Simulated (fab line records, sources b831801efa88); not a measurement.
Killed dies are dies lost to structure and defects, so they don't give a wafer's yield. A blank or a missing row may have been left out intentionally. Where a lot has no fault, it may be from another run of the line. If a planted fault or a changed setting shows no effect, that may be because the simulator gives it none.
Which of the tools did it? | flow gf180mcu | 37 wafers from 13 lots sampled at 2 of the route's 602 steps

== WHAT THE GAUGES SHOWED, per wafer ==
GF_M4_RS_MEAS_05: uses a four-point probe to measure.
lot  | measured     | on           | M4_ALCU_RS (ohm/sq)
L454 | day 22 13:58 | filmMetro-02 | 0.0695 0.0704 0.0697
L459 | day 24 08:22 | filmMetro-02 | 0.0713 0.0689 0.0690
L460 | day 24 14:43 | filmMetro-01 | 0.0698 0.0676 0.0681
L461 | day 24 21:50 | filmMetro-01 | 0.0707 0.0695 0.0700
L462 | day 25 07:21 | filmMetro-04 | 0.0688 0.0680 0.0680
L465 | day 26 13:12 | filmMetro-02 | 0.0706 0.0716 0.0709
L466 | day 26 18:14 | filmMetro-01 | 0.0701 0.0679
L467 | day 26 21:41 | filmMetro-04 | 0.0688 0.0701
L468 | day 27 07:25 | filmMetro-01 | 0.0700 0.0693 0.0705
L469 | day 27 11:42 | filmMetro-04 | 0.0708 0.0700 0.0696
L472 | day 28 10:58 | filmMetro-01 | 0.0700 0.0698 0.0695
L473 | day 28 14:40 | filmMetro-02 | 0.0685 0.0672 0.0688
L475 | day 29 05:39 | filmMetro-01 | 0.0693 0.0687 0.0694

GF_M4_CD_MEAS_14: target cd 280 nm.
lot  | measured     | on       | cdNm (nm)
L454 | day 23 12:02 | cdSem-01 | 280.5 280.0 281.1
L459 | day 25 05:58 | cdSem-02 | 279.8 280.4 280.9
L460 | day 25 12:26 | cdSem-02 | 280.8 280.1 279.4
L461 | day 25 19:22 | cdSem-02 | 281.0 279.3 279.4
L462 | day 26 04:10 | cdSem-02 | 281.8 281.2 282.0
L465 | day 27 09:31 | cdSem-01 | 281.8 281.0 281.8
L466 | day 27 13:34 | cdSem-02 | 279.1 279.9
L467 | day 27 17:39 | cdSem-02 | 281.3 280.2
L468 | day 28 03:05 | cdSem-01 | 278.6 279.5 280.6
L469 | day 28 07:13 | cdSem-02 | 282.1 280.9 282.1
L472 | day 29 05:26 | cdSem-02 | 279.6 281.3 281.0
L473 | day 29 09:52 | cdSem-02 | 279.6 280.1 279.9
L475 | day 30 00:04 | cdSem-02 | 281.3 281.1 281.4

== TOOL THAT RAN EACH LOT (tool first, then ch and the chambers of the sampled wafers, then the start) ==
The record shows no process step preceding these readings.

== AS READ BY THE TOOLS THEMSELVES (means over the sampled wafers that have a number; for cases with no such wafer, the mark the record gives instead) ==
The record holds no such reading with a usual standard deviation.

== THE ANSWER, worked out from the rows above alone ==
Rule: the lots themselves supply what counts as usual. The widest of any qualifying gaps counts: lots, ordered by their means at a reading, are off when they make up no more than a third of the lots, leave a main group of 4 or more, and stand apart from it by 3 or more times the standard deviation of that group's means. A main group whose means are all the same, to the digits that the tables above print for the reading, isn't used. A lot without any number at a reading at which 4 lots or more have one is off too. Where the step has rows for the other lots, those lots are counted as sound. Order of review: gauges by route order, followed by the tools' own readings, for which a lot's mean as printed above is used. At the first step where some lot is off, the reading lying furthest off is the one used; lots without a number count as furthest.
None of the lots is off at any reading shown; this tells nothing.

== WHAT THE SIMULATOR PUT IN ==
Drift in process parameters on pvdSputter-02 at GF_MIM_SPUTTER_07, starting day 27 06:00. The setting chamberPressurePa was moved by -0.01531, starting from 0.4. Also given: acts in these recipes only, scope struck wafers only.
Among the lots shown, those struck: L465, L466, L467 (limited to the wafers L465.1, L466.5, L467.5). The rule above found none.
